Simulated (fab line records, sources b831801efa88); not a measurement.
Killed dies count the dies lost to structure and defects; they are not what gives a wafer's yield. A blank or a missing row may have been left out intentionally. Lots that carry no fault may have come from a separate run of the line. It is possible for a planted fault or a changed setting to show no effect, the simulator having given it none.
Which tool is to blame? ; flow sky130 ; at 1 step of a route of 708, 24 lots with 72 wafers sampled

WHAT EACH GAUGE READ, for each wafer
SKY_VIA2_RS_MEAS_22: uses a four-point probe to measure.
lot;measured;on;VIA2_W_RS (ohm/sq)
L076;day 37 04:14;film metro-03;0.273 0.268 0.272
L075;day 37 05:18;film metro-02;0.281 0.279 0.271
L074;day 37 06:04;film metro-02;0.268 0.270 0.278
L077;day 37 06:23;film metro-01;0.277 0.273 0.277
L078;day 37 15:12;film metro-03;0.273 0.276 0.275
L079;day 37 23:47;film metro-03;0.271 0.266 0.269
L080;day 38 07:11;film metro-02;0.282 0.278 0.280
L081;day 38 15:52;film metro-03;0.267 0.279 0.272
L082;day 39 02:05;film metro-02;0.268 0.277 0.276
L083;day 39 07:32;film metro-03;0.268 0.267 0.275
L084;day 39 15:19;film metro-02;0.280 0.269 0.281
L085;day 39 16:35;film metro-01;0.274 0.277 0.270
L086;day 40 03:41;film metro-03;0.272 0.271 0.281
L087;day 40 12:17;film metro-01;0.266 0.269 0.268
L088;day 40 19:44;film metro-03;0.273 0.272 0.273
L089;day 41 00:06;film metro-01;0.274 0.276 0.270
L090;day 41 02:01;film metro-03;0.278 0.270 0.278
L093;day 42 18:40;film metro-03;0.277 0.274 0.272
L094;day 42 21:26;film metro-03;0.267 0.273 0.268
L091;day 42 22:28;film metro-02;0.270 0.268 0.275
L095;day 43 00:13;film metro-01;0.267 0.273 0.274
L092;day 43 01:43;film metro-03;0.266 0.267 0.271
L096;day 43 02:25;film metro-03;0.278 0.274 0.278
L097;day 43 07:48;film metro-01;0.275 0.271 0.268

EACH LOT AND THE TOOL THAT RAN IT (in order: tool; ch and the chambers of the sampled wafers; start)
There is no process step in the record ahead of these readings.

AS READ BY THE TOOLS THEMSELVES (means over the sampled wafers that have a number; for cases with no such wafer, the mark the record gives instead)
The record holds no such reading with a usual standard deviation.

THE ANSWER, worked out from the rows above alone
Rule: the usual values come from the lots themselves. The widest of any qualifying gaps counts: lots, ordered by their means at a reading, are off when they make up no more than a third of the lots, leave a main group of 4 or more, and stand apart from it by 3 or more times the standard deviation of that group's means. A main group whose means are all the same, to the digits that the tables above print for the reading, isn't used. Also off: a lot with no number at a reading for which 4 or more lots have one. All remaining lots with rows at the step are treated as sound. Order of review: gauges by route order, followed by the tools' own readings, for which a lot's mean as printed above is used. At the first step where some lot is off, the reading lying furthest off is the one used; lots without a number count as furthest.
Nothing can be told from this: no lot is off at any reading shown.

WHAT THE SIMULATOR HAD INSERTED
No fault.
